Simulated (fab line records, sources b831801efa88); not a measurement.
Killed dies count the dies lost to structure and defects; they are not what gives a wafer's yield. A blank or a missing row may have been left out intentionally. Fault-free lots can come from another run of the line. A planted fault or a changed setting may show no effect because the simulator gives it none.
fab line records	flow sfqLine	part 2 of 2: steps 25 to 34 of 34
record: lots: 5	wafers: 15	lastDay: 80
route steps=325 shown M3@125 I3@133 M4@148
lots that met no fault: from a run of the same line without faults
startH: start of the lot's first displayed wafer, in hours after the record's first day	waitH: hours since the lot's step before	" repeats the value in the row above	L1.1+2: one row covering several wafers at once	- no value, or no start given	* or withheld: withheld	< > ~ a bound
route shown NAME@n: NAME is a module with steps in the file, n the number in the route of the first one	usual: mean and standard deviation over wafers with no fault	same: alike in all rows	chamber/n: place in a boat	sites: readings site by site	_std_site: how widely they spread, as a standard deviation	_edge_site: outer sites' mean less inner sites'	radiusMm: for every site, how far away it sits from the centre of the wafer	mask NAME#n: copy n	behind: tool/chamber where the wafer was last shaped	hold: why the lot was held/for how many hours/how that ended	device: the n, p or np transistor that did not switch	end of line: at the end of the route, the tests of the same wafers	where a step has no rows: the recipe by itself	killed: dies lost to structure and defects at the first sort, not the wafer's yield	map: a wafer's dies, x killed, . not, _ none there
set.NAME: the run value of the setting; set.NAME@STEP: its run value at that earlier step	model.NAME: the simulator's own value behind a step, which no gauge read
a table for each step, a row for each wafer; lots at some steps of the route
services: the hour from which a tool's chamber was out of use, counted from the record's first day as startH (under 0 if before that day), plus the number of hours and why
== steps ==
step: SFQ_TRILAYER_M4_DEP_SPUTTER_091
recipe: material: Nb	basePressurePa: 1.33e-06	chamberPressurePa: 0.1333	substrateTempC: 20	resputterCathodeVoltageV: 400	targetThkNm: 200	powerW: 2000	timeS: 133.3
usual: chamberPressurePa: 0.1333/0.00029	throttleValvePct: 30.0/1.4
lot.wafer	tool	chamber	startH	waitH	chamberPressurePa	throttleValvePct
L078.1	pvdSputter-03	-	877.82	0.0	0.13285	32.4
L078.4	"	-	"	"	0.13273	30.6
L078.6	"	-	"	"	0.13306	28.0
L082.3	pvdSputter-03	-	901.37	0.0	0.13372	32.3
L082.5	"	-	"	"	0.13343	28.3
L082.6	"	-	"	"	0.13339	32.0
L087.2	pvdSputter-06	-	1051.21	0.0	0.13395	30.9
L087.5	"	-	"	"	0.13327	28.9
L087.6	"	-	"	"	0.13382	31.1
L090.1	pvdSputter-04	-	1061.45	0.0	0.13329	30.2
L090.3	"	-	"	"	0.13414	31.2
L090.4	"	-	"	"	0.13346	31.2
L091.2	pvdSputter-03	-	1062.65	0.0	0.13331	30.6
L091.3	"	-	"	"	0.13361	28.0
L091.4	"	-	"	"	0.13325	27.9
step: SFQ_M4_RS_MEAS_924
recipe: thkMeasGauge: four-point-probe	reads: Nb_of_TRILAYER_M4_DEP_SPUTTER_091
usual: M4_NB_RS: 0.888/0.011
lot.wafer	tool	chamber	startH	waitH	M4_NB_RS[ohm/sq]
L078.1	filmMetro-02	-	877.91	0.0	0.893
L078.4	"	-	"	"	0.889
L078.6	"	-	"	"	0.895
L082.3	filmMetro-02	-	901.50	0.1	0.888
L082.5	"	-	"	"	0.888
L082.6	"	-	"	"	0.894
L087.2	filmMetro-03	-	1051.32	0.1	0.891
L087.5	"	-	"	"	0.884
L087.6	"	-	"	"	0.893
L090.1	filmMetro-03	-	1061.54	0.0	0.901
L090.3	"	-	"	"	0.875
L090.4	"	-	"	"	0.904
L091.2	filmMetro-02	-	1062.76	0.1	0.895
L091.3	"	-	"	"	0.911
L091.4	"	-	"	"	0.911
step: SFQ_TRILAYER_M4_LITHO_COAT_098
recipe: resist: BARC	spinRpm: 3000	resistThkNm: 62
usual: exhaustPa: 44.9/0.83
lot.wafer	tool	chamber	startH	waitH	exhaustPa
L078.1	lithoTrack-01	0	878.09	0.1	44.7
L078.4	"	0	"	"	44.9
L078.6	"	0	"	"	45.8
L082.3	lithoTrack-03	0	901.74	0.1	44.0
L082.5	"	0	"	"	44.6
L082.6	"	0	"	"	44.9
L087.2	lithoTrack-03	0	1051.53	0.1	44.7
L087.5	"	0	"	"	44.6
L087.6	"	0	"	"	44.6
L090.1	lithoTrack-04	0	1061.72	0.1	45.1
L090.3	"	0	"	"	45.0
L090.4	"	0	"	"	44.6
L091.2	lithoTrack-04	0	1062.97	0.1	45.6
L091.3	"	0	"	"	44.2
L091.4	"	0	"	"	43.5
step: SFQ_TRILAYER_M4_LITHO_COAT_093
recipe: resist: KrF	spinRpm: 3000	resistThkNm: 600
usual: exhaustPa: 44.9/1
lot.wafer	tool	chamber	startH	waitH	exhaustPa
L078.1	lithoTrack-01	0	878.39	0.2	43.7
L078.4	"	0	"	"	43.1
L078.6	"	0	"	"	44.1
L082.3	lithoTrack-03	0	902.04	0.2	42.6
L082.5	"	0	"	"	45.7
L082.6	"	0	"	"	43.4
L087.2	lithoTrack-03	0	1051.83	0.2	44.4
L087.5	"	0	"	"	44.9
L087.6	"	0	"	"	44.6
L090.1	lithoTrack-04	0	1062.02	0.2	42.9
L090.3	"	0	"	"	45.3
L090.4	"	0	"	"	44.6
L091.2	lithoTrack-04	0	1063.27	0.2	44.0
L091.3	"	0	"	"	43.0
L091.4	"	0	"	"	43.6
step: SFQ_TRILAYER_M4_LITHO_SOFTBAKE_097
recipe: tempC: withheld	timeS: withheld	resist: KrF
usual: exhaustPa: 45.0/0.94
lot.wafer	tool	chamber	startH	waitH	exhaustPa
L078.1	lithoTrack-01	0	878.69	0.2	45.4
L078.4	"	0	"	"	43.5
L078.6	"	0	"	"	44.4
L082.3	lithoTrack-03	0	902.29	0.2	45.6
L082.5	"	0	"	"	45.4
L082.6	"	0	"	"	45.4
L087.2	lithoTrack-03	0	1052.11	0.2	46.0
L087.5	"	0	"	"	45.4
L087.6	"	0	"	"	45.7
L090.1	lithoTrack-04	0	1062.32	0.2	46.4
L090.3	"	0	"	"	45.4
L090.4	"	0	"	"	45.6
L091.2	lithoTrack-04	0	1063.54	0.2	45.1
L091.3	"	0	"	"	44.0
L091.4	"	0	"	"	45.4
step: SFQ_TRILAYER_M4_LITHO_EXPOSE_094
recipe: maskId: M4	na: 0.6	sourceShape: conventional	sigmaOuter: 0.65	targetCdNm: 500	doseMj: 14.4
same: sigmaOuter: 0.65
lot.wafer	tool	chamber	startH	waitH	mask
L078.1+4+6	krfScanner-01	0	884.48	-	M4#0
L082.3+5+6	krfScanner-02	0	1033.15	-	M4#0
L087.2+5+6	krfScanner-01	0	1164.43	-	M4#0
L090.1+3+4	krfScanner-01	0	1169.03	-	M4#0
L091.2+3+4	krfScanner-01	0	1170.43	-	M4#0
step: SFQ_TRILAYER_M4_LITHO_PEB_096
recipe: pebTempC: 115	pebTimeS: 60	resist: KrF
usual: exhaustPa: 45.1/0.88	heaterPowerTotalW: 79.15/0.069
lot.wafer	tool	chamber	startH	waitH	exhaustPa	heaterPowerTotalW
L078.1	lithoTrack-03	0	885.68	1.0	46.4	78.99
L078.4	"	0	"	"	45.7	79.22
L078.6	"	0	"	"	46.6	79.21
L082.3	lithoTrack-01	0	1034.00	0.7	45.1	79.15
L082.5	"	0	"	"	45.9	79.13
L082.6	"	0	"	"	45.9	79.20
L087.2	lithoTrack-04	0	1165.45	0.8	43.7	79.18
L087.5	"	0	"	"	44.3	78.96
L087.6	"	0	"	"	44.7	78.98
L090.1	lithoTrack-04	0	1170.23	1.0	44.2	79.11
L090.3	"	0	"	"	43.7	79.22
L090.4	"	0	"	"	43.4	79.03
L091.2	lithoTrack-04	0	1171.45	0.8	44.0	79.17
L091.3	"	0	"	"	44.7	79.14
L091.4	"	0	"	"	43.8	79.20
step: SFQ_TRILAYER_M4_LITHO_DEVELOP_095
recipe: timeS: 60	resist: KrF
usual: exhaustPa: 44.9/0.81
lot.wafer	tool	chamber	startH	waitH	exhaustPa
L078.1	lithoTrack-03	0	885.83	0.1	44.2
L078.4	"	0	"	"	44.2
L078.6	"	0	"	"	43.0
L082.3	lithoTrack-01	0	1034.15	0.1	45.2
L082.5	"	0	"	"	45.1
L082.6	"	0	"	"	45.1
L087.2	lithoTrack-04	0	1165.60	0.1	45.5
L087.5	"	0	"	"	45.8
L087.6	"	0	"	"	44.4
L090.1	lithoTrack-04	0	1170.38	0.1	46.2
L090.3	"	0	"	"	44.6
L090.4	"	0	"	"	44.5
L091.2	lithoTrack-04	0	1171.60	0.1	43.3
L091.3	"	0	"	"	45.1
L091.4	"	0	"	"	44.6
step: SFQ_M4_OVL_MEAS_926
usual: M4_OVL: -1/6.2
lot.wafer	tool	chamber	startH	waitH	M4_OVL[nm]
L078.1	overlay-01	-	885.98	0.1	7
L078.4	"	-	"	"	1
L078.6	"	-	"	"	6
L082.3	overlay-01	-	1034.27	0.1	6
L082.5	"	-	"	"	1
L082.6	"	-	"	"	9
L087.2	overlay-01	-	1165.74	0.1	1
L087.5	"	-	"	"	1
L087.6	"	-	"	"	-3
L090.1	overlay-01	-	1170.53	0.1	6
L090.3	"	-	"	"	8
L090.4	"	-	"	"	-2
L091.2	overlay-01	-	1171.74	0.1	3
L091.3	"	-	"	"	0
L091.4	"	-	"	"	-3
step: SFQ_TRILAYER_M4_BARC_OPEN_METAL_ETCH_123
recipe: maskMaterial: PR	chemistry: O2	targetDepthNm: 125	target: BARC	icpW: 600	biasW: 80	pressureMtorr: 10	timeS: 41.7
usual: drypumpMotorCurrentA: 5.88/0.3	oesProductAu: 0.684/0.0051
lot.wafer	tool	chamber	startH	waitH	drypumpMotorCurrentA	oesProductAu	rfHoursCounterH
L078.1	rieMetal-04	1	886.02	0.0	5.72	0.686	140
L078.4	"	1	"	"	5.69	0.682	-
L078.6	"	1	"	"	5.69	0.685	-
L082.3	rieMetal-01	0	1034.31	0.0	5.84	0.681	-
L082.5	"	1	"	"	5.73	0.681	-
L082.6	"	0	"	"	5.80	0.680	-
L087.2	rieMetal-04	0	1165.77	0.0	6.33	0.694	83
L087.5	"	0	"	"	6.34	0.679	-
L087.6	"	1	"	"	5.72	0.689	-
L090.1	rieMetal-01	1	1170.57	0.0	5.73	0.673	61
L090.3	"	1	"	"	5.68	0.683	-
L090.4	"	0	"	"	5.77	0.692	-
L091.2	rieMetal-03	0	1171.77	0.0	5.56	0.685	45
L091.3	"	0	"	"	5.54	0.677	-
L091.4	"	1	"	"	6.27	0.685	-
== services ==
tool	chamber	startH	hours	kind
krfScanner-02	-	731.92	7.2	pm
krfScanner-01	-	740.16	3.6	pm
krfScanner-01	-	743.72	1.0	pm
krfScanner-01	-	744.72	0.8	pm
krfScanner-01	-	745.47	36.0	pm
rieMetal-02	-	757.38	2.8	repair
pvdSputter-03	-	761.25	10.8	repair
krfScanner-02	-	780.04	1.0	pm
krfScanner-01	-	789.47	2.5	repair
krfScanner-01	-	826.04	4.0	pm
pvdSputter-03	-	833.67	2.4	repair
krfScanner-01	-	862.50	1.5	repair
krfScanner-01	-	866.38	1.3	pm
pvdSputter-03	-	866.74	1.0	repair
wetBench-01	-	878.02	11.0	repair
krfScanner-01	-	902.48	1.0	pm
krfScanner-01	-	1009.83	4.4	pm
pvdSputter-03	-	1015.23	0.5	repair
rieMetal-01	-	1037.22	4.5	repair
krfScanner-01	-	1041.56	1.3	pm
krfScanner-01	-	1072.48	1.0	pm
krfScanner-01	-	1077.08	0.8	pm
krfScanner-01	-	1091.07	0.6	repair
wetBench-01	-	1110.02	4.3	repair
